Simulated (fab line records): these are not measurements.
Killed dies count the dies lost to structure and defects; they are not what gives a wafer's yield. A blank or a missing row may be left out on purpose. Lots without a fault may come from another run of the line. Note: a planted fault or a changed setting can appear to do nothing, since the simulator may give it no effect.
fab line records	flow sky130
record: lots: 7	wafers: 18	last-day: 50
route steps=708 shown LOCAL_INTERCONNECT@388 PAD_OPEN@708
lots that met no fault: taken from a fault-free run of the same line
start-h: start of the lot's first displayed wafer, in hours after the record's first day	wait-h: hours elapsed since this lot's preceding step	" unchanged from the row above	L1.1+2: one row covering several wafers at once	- no value, or no start given	* or withheld: withheld	< > ~ a bound
route shown NAME@n: NAME is a module with steps in the file, n the number in the route of the first one	usual: average and standard deviation across the fault-free wafers	same: alike in all rows	chamber/n: place in a boat	sites: each site's reading	_std_site: their standard deviation	_edge_site: the outer-site mean with the inner-site mean subtracted	radius-mm: for every site, how far away it sits from the centre of the wafer	mask NAME#n: copy n	behind: the last tool/chamber to shape the wafer	hold: reason for holding the lot/hours on hold/outcome of the hold	device: names the non-switching transistor (n, p or np)	end of line: the tests these same wafers got at the end of their route	step lacking rows: just its recipe	killed: count of dies lost to structure and defects at first sort (not the wafer's yield)	map: per-die view of a wafer (x killed, . not killed, _ where there is no die)
set.NAME: the setting as run; set.NAME@STEP: as run at that earlier step	model.NAME: the simulator's own value behind a step, which no gauge read
lots seen at some steps along the route; tables by step, rows by wafer
services: the hour from which a tool's chamber was out of use, counted from the record's first day as start-h (under 0 if before that day), plus the number of hours and why
== steps ==
step: SKY_LOCAL_INTERCONNECT_RS_MEAS_01
recipe: thk-meas-gauge: four-point-probe	reads: TiN_of_LOCAL_INTERCONNECT_SPUTTER_00
usual: LOCAL_INTERCONNECT_TIN_RS: 14.16/0.14
lot.wafer	tool	chamber	start-h	wait-h	LOCAL_INTERCONNECT_TIN_RS[ohm/sq]
L422.1	film-metro-02	-	724.24	0.0	14.20
L422.2	"	-	"	"	14.23
L422.6	"	-	"	"	14.27
L427.1	film-metro-02	-	765.03	0.1	14.28
L427.3	"	-	"	"	14.26
L427.5	"	-	"	"	14.31
L430.1	film-metro-04	-	790.90	0.0	13.98
L430.3	"	-	"	"	13.92
L430.6	"	-	"	"	14.00
L433.2	film-metro-01	-	810.51	0.1	14.10
L433.3	"	-	"	"	13.99
L434.3	film-metro-01	-	825.79	0.1	14.28
L434.4	"	-	"	"	14.27
L435.4	film-metro-02	-	827.84	0.1	13.97
L435.5	"	-	"	"	13.99
L439.1	film-metro-02	-	856.69	0.1	14.09
L439.3	"	-	"	"	14.09
L439.6	"	-	"	"	14.03
step: SKY_LOCAL_INTERCONNECT_THK_MEAS_02
recipe: thk-meas-gauge: xrf	reads: TiN_of_LOCAL_INTERCONNECT_SPUTTER_00
usual: LOCAL_INTERCONNECT_TIN_THK: 102.3/1
lot.wafer	tool	chamber	start-h	wait-h	LOCAL_INTERCONNECT_TIN_THK[nm]
L422.1	film-metro-02	-	724.36	0.1	101.9
L422.2	"	-	"	"	101.5
L422.6	"	-	"	"	101.3
L427.1	film-metro-02	-	765.15	0.1	101.4
L427.3	"	-	"	"	101.4
L427.5	"	-	"	"	100.7
L430.1	film-metro-04	-	791.02	0.1	103.4
L430.3	"	-	"	"	103.7
L430.6	"	-	"	"	103.5
L433.2	film-metro-01	-	810.62	0.1	103.2
L433.3	"	-	"	"	103.8
L434.3	film-metro-01	-	825.89	0.1	102.0
L434.4	"	-	"	"	101.7
L435.4	film-metro-02	-	827.93	0.1	103.4
L435.5	"	-	"	"	103.1
L439.1	film-metro-02	-	856.81	0.1	101.8
L439.3	"	-	"	"	102.1
L439.6	"	-	"	"	102.4
step: SKY_LOCAL_INTERCONNECT_DEHYDRATE_03
recipe: temp-c: 200	time-s: 60
step: SKY_LOCAL_INTERCONNECT_HMDS_04
recipe: prime-time-s: 60	prime-temp-c: 120
step: SKY_LOCAL_INTERCONNECT_COAT_05
recipe: resist: BARC	temp-c: withheld	time-s: withheld	spin-rpm: 3000	resist-thk-nm: 60
step: SKY_LOCAL_INTERCONNECT_COAT_06
recipe: resist: KrF-thick	spin-rpm: 3000	resist-thk-nm: 450
step: SKY_LOCAL_INTERCONNECT_SOFTBAKE_07
recipe: temp-c: 100	time-s: 90	resist: KrF-thick
step: SKY_LOCAL_INTERCONNECT_EXPOSE_08
recipe: mask-id: LI1M	na: 0.8	source-shape: annular	sigma-inner: 0.55	sigma-outer: 0.85	target-cd-nm: 170	dose-mj: 28
step: SKY_LOCAL_INTERCONNECT_PEB_09
recipe: peb-temp-c: withheld	peb-time-s: withheld	resist: KrF-thick
step: SKY_LOCAL_INTERCONNECT_DEVELOP_10
recipe: develop-time-s: 60	resist: KrF-thick	dev-temp-c: 21
step: SKY_LOCAL_INTERCONNECT_CD_MEAS_11
recipe: target-cd-nm: 170
usual: cd-nm: 170.2/1.5
lot.wafer	tool	chamber	start-h	wait-h	cd-nm
L422.1	cd-sem-01	-	752.15	-	169.3
L422.2	"	-	"	"	169.6
L422.6	"	-	"	"	170.4
L427.1	cd-sem-01	-	790.84	-	170.9
L427.3	"	-	"	"	171.5
L427.5	"	-	"	"	169.8
L430.1	cd-sem-02	-	817.56	-	173.0
L430.3	"	-	"	"	172.2
L430.6	"	-	"	"	172.0
L433.2	cd-sem-02	-	836.83	-	171.8
L433.3	"	-	"	"	171.5
L434.3	cd-sem-01	-	851.88	-	173.1
L434.4	"	-	"	"	172.1
L435.4	cd-sem-02	-	854.10	-	169.8
L435.5	"	-	"	"	171.2
L439.1	cd-sem-01	-	882.24	-	166.6
L439.3	"	-	"	"	168.3
L439.6	"	-	"	"	166.8
step: SKY_LOCAL_INTERCONNECT_OVL_MEAS_12
usual: LOCAL_INTERCONNECT_OVL: 1/6
lot.wafer	tool	chamber	start-h	wait-h	LOCAL_INTERCONNECT_OVL[nm]
L422.1	overlay-01	-	752.27	0.1	-1
L422.2	"	-	"	"	-4
L422.6	"	-	"	"	-3
L427.1	overlay-01	-	790.96	0.1	2
L427.3	"	-	"	"	12
L427.5	"	-	"	"	7
L430.1	overlay-02	-	817.68	0.1	0
L430.3	"	-	"	"	1
L430.6	"	-	"	"	-4
L433.2	overlay-02	-	836.94	0.1	8
L433.3	"	-	"	"	10
L434.3	overlay-02	-	851.97	0.1	12
L434.4	"	-	"	"	10
L435.4	overlay-02	-	854.18	0.1	5
L435.5	"	-	"	"	4
L439.1	overlay-02	-	882.36	0.1	-5
L439.3	"	-	"	"	-4
L439.6	"	-	"	"	-4
step: SKY_LOCAL_INTERCONNECT_ETCH_13
recipe: chemistry: N2/H2	target: BARC	ion-energy-ev: 200	bias-w: 100	pressure-mtorr: 30	n2-flow-sccm: 100	h2-flow-sccm: 200	icp-w: 500	stop-on: SiO2	time-s: 45.9	target-depth-a: 600
usual: drypump-motor-current-A: 5.7/0.4	n2-flow-sccm: 100.04/0.29	oes-product-au: 0.854/0.0051	rf-fwd-power-W: 495.8/2.1	run-length-s: 73.9/0.36	throttle-valve-pct: 13.225/0.0093
lot.wafer	tool	chamber	start-h	wait-h	drypump-motor-current-A	n2-flow-sccm	oes-product-au	rf-fwd-power-W	rf-hours-counter-h	run-length-s	throttle-valve-pct
L422.1	rie-metal-01	0	752.30	0.0	5.7	100.57	0.853	500.2	15	73.4	13.236
L422.2	"	1	"	"	5.4	100.31	0.855	494.3	2	73.6	13.234
L422.6	"	0	"	"	5.7	99.88	0.850	497.2	-	73.4	13.243
L427.1	rie-metal-03	1	791.00	0.0	5.1	100.48	0.854	496.6	16	73.8	13.223
L427.3	"	1	"	"	5.1	100.46	0.851	496.0	-	73.9	13.228
L427.5	"	0	"	"	6.2	99.93	0.856	494.3	-	74.5	13.222
L430.1	rie-metal-03	1	817.72	0.0	5.1	99.47	0.853	499.0	17	73.9	13.224
L430.3	"	0	"	"	6.2	100.37	0.856	495.5	-	74.1	13.216
L430.6	"	1	"	"	5.1	100.09	0.854	501.2	-	74.4	13.203
L433.2	rie-metal-03	1	836.97	0.0	5.1	100.29	0.900	-	18	71.4	13.251
L433.3	"	0	"	"	6.2	99.79	0.856	495.5	-	74.0	13.229
L434.3	rie-metal-03	0	852.04	0.1	6.2	100.07	0.855	496.6	-	74.0	13.216
L434.4	"	0	"	"	6.2	99.81	0.892	-	-	71.6	13.234
L435.4	rie-metal-03	0	854.26	0.1	6.2	100.42	0.899	-	-	72.0	13.225
L435.5	"	0	"	"	6.2	100.52	0.850	494.9	-	74.3	13.228
L439.1	rie-metal-01	0	882.40	0.0	5.7	100.06	0.853	496.6	4	74.1	13.218
L439.3	"	0	"	"	5.7	100.34	0.850	497.0	-	73.4	13.232
L439.6	"	0	"	"	5.7	100.17	0.858	498.1	-	73.7	13.234
step: SKY_LOCAL_INTERCONNECT_METAL_ETCH_14
recipe: target-depth-nm: 110	stop-on: PSG	chemistry: Cl2/BCl3	target: TiN	resist-sidewall-deg: 88	pressure-mtorr: 10	icp-w: 900	bias-w: 48.5	Cl2_flow_sccm: 60	bcl3-flow-sccm: 30	time-s: 31.4
usual: drypump-motor-current-A: 5.6/0.4	oes-product-au: 0.940/0.0067	rf-fwd-power-W: 891/3.8	run-length-s: 59.5/0.39	throttle-valve-pct: 21.902/0.0092
lot.wafer	tool	chamber	start-h	wait-h	drypump-motor-current-A	oes-product-au	rf-fwd-power-W	rf-hours-counter-h	run-length-s	throttle-valve-pct
L422.1	rie-metal-01	0	752.37	0.0	5.6	0.933	893	15	58.9	21.903
L422.2	"	1	"	"	5.5	0.940	891	2	59.7	21.909
L422.6	"	0	"	"	5.6	0.938	892	-	59.3	21.908
L427.1	rie-metal-03	1	791.06	0.0	5.1	0.936	892	16	59.4	21.902
L427.3	"	1	"	"	5.1	0.932	891	-	59.5	21.912
L427.5	"	0	"	"	6.2	0.935	890	-	59.7	21.909
L430.1	rie-metal-03	1	817.78	0.0	5.1	0.946	894	17	59.4	21.906
L430.3	"	0	"	"	6.2	0.953	891	-	59.9	21.884
L430.6	"	1	"	"	5.0	0.946	889	-	59.8	21.905
L433.2	rie-metal-03	1	837.03	0.0	5.1	0.940	893	18	59.8	21.919
L433.3	"	0	"	"	6.2	0.947	892	-	59.7	21.903
L434.3	rie-metal-03	0	852.16	0.1	6.2	0.940	890	-	59.9	21.886
L434.4	"	0	"	"	6.2	0.934	889	-	59.6	21.908
L435.4	rie-metal-03	0	854.37	0.1	6.2	0.949	893	-	59.5	21.901
L435.5	"	0	"	"	6.2	0.941	891	-	60.1	21.892
L439.1	rie-metal-01	0	882.46	0.0	5.7	0.946	899	4	59.8	21.898
L439.3	"	0	"	"	5.6	0.949	895	-	59.3	21.893
L439.6	"	0	"	"	5.7	0.946	893	-	59.2	21.884
step: SKY_PAD_OPEN_PROBE_99
usual: killed_at_M0_to_M3: 45/7.3	killed_at_M4_up: 3.1/1.7	killed-at-contacts: 25/5.1	killed-at-front-end: 15/4.5	killed-at-other: 0.3/0.56	killed-dies: 88/9.4	killed-open: 47/6.6	killed-short: 40/6.9
same: gross-dies: 492	killed-at-back-side: 0
lot.wafer	tool	chamber	start-h	wait-h	killed_at_M0_to_M3	killed_at_M4_up	killed-at-contacts	killed-at-front-end	killed-at-other	killed-dies	killed-open	killed-short
L427.1	prober-02	-	1138.62	0.1	38	3	20	15	1	77	45	31
L427.3	prober-02	-	1138.72	0.2	34	3	23	10	0	70	39	31
L427.5	prober-02	-	1138.82	0.2	35	6	35	9	0	85	45	40
L435.4	prober-02	-	1181.32	0.2	41	4	20	8	1	74	44	30
L435.5	prober-02	-	1181.37	0.2	53	1	25	9	0	88	44	43
L439.1	prober-02	-	1198.12	0.1	39	1	23	18	0	81	44	36
L439.3	prober-02	-	1198.22	0.2	46	1	20	18	0	85	39	46
L439.6	prober-02	-	1198.37	0.2	38	5	24	22	0	89	48	40
killed by level:class
L427.1 LI_CONTACT:geometric-particle:open=8 VIA2:geometric-particle:open=8 CONTACT:geometric-particle:open=6 VIA1:geometric-particle:short=5 VIA1:geometric-particle:open=5 METAL2:geometric-particle:short=5 FIELD_ISO:geometric-particle:open=4 LOCAL_INTERCONNECT:geometric-particle:short=4
L427.3 VIA1:geometric-particle:open=11 CONTACT:geometric-particle:open=10 METAL2:geometric-particle:short=8 METAL1:geometric-particle:short=7 LI_CONTACT:geometric-particle:open=5 FIELD_ISO:geometric-particle:short=3 FIELD_ISO:geometric-particle:open=3 VIA2:geometric-particle:open=3
L427.5 CONTACT:geometric-particle:open=14 VIA1:geometric-particle:open=9 LI_CONTACT:geometric-particle:open=8 CONTACT:geometric-particle:short=6 VIA2:geometric-particle:short=5 LOCAL_INTERCONNECT:geometric-particle:short=5 VIA1:geometric-particle:short=5 METAL1:geometric-particle:short=4
L435.4 VIA1:geometric-particle:open=13 VIA2:geometric-particle:open=7 LI_CONTACT:geometric-particle:open=6 METAL1:geometric-particle:short=6 CONTACT:geometric-particle:short=5 CONTACT:geometric-particle:open=5 FIELD_ISO:geometric-particle:open=4 METAL2:geometric-particle:short=3
L435.5 VIA1:geometric-particle:open=13 METAL2:geometric-particle:short=9 VIA3:geometric-particle:open=9 CONTACT:geometric-particle:open=8 CONTACT:geometric-particle:short=5 METAL3:geometric-particle:short=5 METAL1:geometric-particle:short=5 POLY_GATE:geometric-particle:open=4
L439.1 VIA1:geometric-particle:open=10 CONTACT:geometric-particle:open=8 FIELD_ISO:geometric-particle:short=6 VIA2:geometric-particle:open=6 LI_CONTACT:geometric-particle:open=5 VIA3:geometric-particle:open=5 CONTACT:geometric-particle:short=4 VIA1:geometric-particle:short=4
L439.3 VIA1:geometric-particle:open=12 METAL2:geometric-particle:short=7 VIA1:geometric-particle:short=7 CONTACT:geometric-particle:open=6 METAL1:geometric-particle:short=6 LI_CONTACT:geometric-particle:open=5 FIELD_ISO:geometric-particle:short=4 POLY_GATE:geometric-particle:short=4
L439.6 VIA1:geometric-particle:open=9 LI_CONTACT:geometric-particle:open=8 POLY_GATE:geometric-particle:open=7 LOCAL_INTERCONNECT:geometric-particle:short=7 VIA3:geometric-particle:open=7 METAL1:geometric-particle:short=5 VIA2:geometric-particle:open=5 VIA1:geometric-particle:short=4
== services ==
tool	chamber	start-h	hours	kind
rie-metal-03	-	735.52	0.3	repair
rie-metal-01	0	767.76	-	clean
rie-metal-01	0	767.76	10.4	scheduled-down
rie-metal-01	0	767.76	10.4	vent-cycle
rie-metal-01	0	780.36	27.9	repair
rie-metal-03	1	849.82	-	clean
rie-metal-03	1	849.82	14.2	scheduled-down
rie-metal-03	1	849.82	14.2	vent-cycle
rie-metal-03	-	878.92	0.6	repair
== key ==
first-sign: step: SKY_LOCAL_INTERCONNECT_ETCH_13	reading: oes-product-au	direction: up	sigmas: 8.5	usual: 0.854	struck: 0.897
effect: step: SKY_LOCAL_INTERCONNECT_ETCH_13	reading: run-length-s	direction: down	sigmas: 6.4	usual: *	struck: *
met-at SKY_LOCAL_INTERCONNECT_ETCH_13
struck-wafers L433.2,L434.4,L435.4
tester-left-out L433,L434,L435
onset-between 817.72 836.97
fault: kind: process-parameter-drift	tool: rie-metal-03	chamber: -	onset-h: 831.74	steps: SKY_LOCAL_INTERCONNECT_ETCH_13	channel: time-s	offset: *	shape: step	end-h: 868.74	scope: struck-wafers-only	acts-in: *	stated: *
tester-left-out: of these lots the tester's yield and bins aren't shown, on N5 and GAA mostly nor the transistor test; their killed dies are dies lost to structure and defects alone, not to doping, threshold or leakage, so they don't give the yield
